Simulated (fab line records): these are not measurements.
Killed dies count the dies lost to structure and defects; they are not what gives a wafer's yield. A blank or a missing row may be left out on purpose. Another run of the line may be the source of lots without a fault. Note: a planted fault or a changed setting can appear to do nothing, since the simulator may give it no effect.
A struck lot beside a sound one	flow sfq line	17 steps out of a route of 325
Sound: the wafers L993.1, L993.3, L993.4. Struck: wafer L998.6 (left out: L998.4, a lot-mate that was not struck); the cause follows at the end.
Order at every step that has rows: each side's tool, ch and its chambers, its first start. Under that, the readings that differ: sound wafers	struck wafers	difference of the means	sigmas: that difference in standard deviations of wafers without a fault.
alike: same words and numbers on both sides, and readings whose means sit less than 2 such deviations apart. not compared: any withheld reading, any reading some wafer has no value for, any bound like >300 that may hide the same value, and any number with overlapping values for which the record gives no deviation.
Wherever a step has rows on one side only, a row that says differs or no value, or a row with sigmas, the two part there. When numbers do not overlap yet have no deviation, they are printed without sigmas and do not part them. A reading that every wafer of one side lacks parts them only if that side has two wafers or more.

SFQ_TRILAYER_I7_VIA_STRIP_STRIP_191: strips in O2.
  sound on rie metal-04 ch 0,1, day 79 11:09; struck on rie metal-04 ch 1, day 80 16:10
  alike: drypump motor current A, oes product au
  not compared: rf hours counter h
then, 8 steps without rows for these wafers: SFQ_TRILAYER_I7_VIA_STRIP_SOLV_CLEAN_192 (cleans in NMP, time 600 s); SFQ_TRILAYER_M8_LITHO_LOR_COAT_197; SFQ_TRILAYER_M8_LITHO_LOR_BAKE_198; SFQ_TRILAYER_M8_LITHO_COAT_193 (resist thk 600 nm); SFQ_TRILAYER_M8_LITHO_SOFTBAKE_199; SFQ_TRILAYER_M8_LITHO_EXPOSE_194 (exposes mask M8, target cd 2000 nm); SFQ_TRILAYER_M8_LITHO_PEB_196 (peb time 60 s); SFQ_TRILAYER_M8_LITHO_DEVELOP_195 (img clear 15 s, time 55 s).
SFQ_M8_OVL_MEAS_948:
  sound: overlay-02 at day 80 23:59; struck: overlay-01 at day 82 09:50
  alike: M8_OVL
then, 2 steps without rows for these wafers: SFQ_TRILAYER_M8_DEP_EVAP_197 (material Ti, target thk 20 nm, time 100 s); SFQ_TRILAYER_M8_DEP_EVAP_198 (material Pt, target thk 50 nm, time 250 s).
SFQ_TRILAYER_M8_DEP_EVAP_196: material Au, target thk 180 nm, time 900 s.
  sound: pvd sputter-01 at day 81 00:16; struck: pvd sputter-02 at day 82 10:05
reading	sound	struck	difference	sigmas
model.Au_of_TRILAYER_M8_DEP_EVAP_196.thk nm (nm)	180.9 180.8 180.6	244.1	+63.3	
SFQ_M8_RS_MEAS_949: uses a four-point probe to measure.
  sound: film metro-04 at day 81 00:52; struck: film metro-01 at day 82 10:39
reading	sound	struck	difference	sigmas
M8_AU_RS (ohm/sq)	0.1522 0.1528 0.1527	0.1132	-0.0394	-28
SFQ_M8_THK_MEAS_950: measures by xrf.
  sound: film metro-04 at day 81 00:59; struck: film metro-01 at day 82 10:44
reading	sound	struck	difference	sigmas
M8_AU_THK (nm)	177.3 178.4 177.8	239.4	+61.6	+36
then, 1 step without rows for these wafers: SFQ_TRILAYER_M8_LIFTOFF_LIFTOFF_197 (chemistry NMP, time 600 s).
SFQ_M8_BOW_MEAS_951:
  sound: film metro-01 at day 81 01:13; struck: film metro-02 at day 82 11:01
reading	sound	struck	difference	sigmas
model.etest.i7.link ohm	1.059 1.046 1.061	1.01	-0.05	
model.etest.m8.ohm sq	0.1528 0.1529 0.1531	0.1133	-0.0396	
  alike: M8_BOW

WHERE THEY PART
At SFQ_M8_RS_MEAS_949 first; at SFQ_M8_THK_MEAS_950 last (within this record only). Later steps at which nothing parts them and some readings are alike: SFQ_M8_BOW_MEAS_951.

WHY: whatever the simulator had introduced
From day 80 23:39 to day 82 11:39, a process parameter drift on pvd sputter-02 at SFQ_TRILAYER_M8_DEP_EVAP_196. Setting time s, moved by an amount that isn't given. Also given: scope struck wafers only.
